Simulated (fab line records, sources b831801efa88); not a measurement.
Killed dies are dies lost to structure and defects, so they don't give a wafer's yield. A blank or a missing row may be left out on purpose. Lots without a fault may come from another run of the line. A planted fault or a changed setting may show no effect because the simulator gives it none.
Problem report in the 8D (eight disciplines) form, filled by code | flow sky130 | the parts of the form that need people (team, actions taken, sign-off) are left out

1. THE PROBLEM
beam_energy_keV at SKY_GATE_OXIDE_IMPLANT_11 reads a mean of 9.846 on 6 wafers of 2 lots; wafers without a fault read 10.000 with a standard deviation of 0.0031. That is -50 standard deviations from the usual mean.
First seen on wafer L800.1, day 17 17:13, on implanter-02. The record holds 18 wafers of 6 lots with a number at this step. Rule for "out", or "out of limits": more than 4 standard deviations from the usual mean. The other wafers with a number count as sound.

2. WHAT IT IS AND WHAT IT IS NOT
question                    | is                     | is not
which readings at this step | beam_energy_keV        | -
which lots                  | L800, L801             | L795, L806, L807, L811
which wafers of those lots  | all that have a number | -
read on which tools         | implanter-02           | implanter-01, implanter-03
when                        | from day 17 17:13      | up to then (3 sound wafers); but 9 sound wafers of L806, L807, L811 came after

3. SUSPECTS, AND WHAT RULES EACH OUT
Counting: a tool at a process step up to the reading stays a suspect if it ran every lot that is out and no sound lot after the first of them.
- implanter-02 at SKY_GATE_OXIDE_IMPLANT_11: ruled out as a lasting fault. Sound lots L811 ran on it after its first lot that is out, L800 (day 17 17:13).
Left after counting: nothing in the record.

4. THE CAUSE (what the simulator had put in)
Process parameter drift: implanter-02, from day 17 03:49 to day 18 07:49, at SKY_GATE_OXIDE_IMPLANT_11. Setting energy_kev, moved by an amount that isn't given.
Counting ruled it out, wrongly.

5. THE CHAIN OF EFFECTS, in route order
Each row: a reading whose mean over the struck wafers that have a number lies more than 3 standard deviations from the usual. Only readings for which the record gives a usual standard deviation are gone through. hours: the time from each lot's start at the first step in this table that gives one to its start at this step, as a median over the lots. sigmas: the change in usual standard deviations.
hours | step                      | reading         | usual  | on struck wafers | change | sigmas
0     | SKY_GATE_OXIDE_IMPLANT_11 | beam_energy_keV | 10.000 | 9.846            | -0.154 | -50
The process steps in it:
- SKY_GATE_OXIDE_IMPLANT_11

6. WHAT WOULD HAVE CAUGHT IT SOONER
In this record the first reading out of limits was taken at day 17 17:13, 13 hours after the fault began at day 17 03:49.
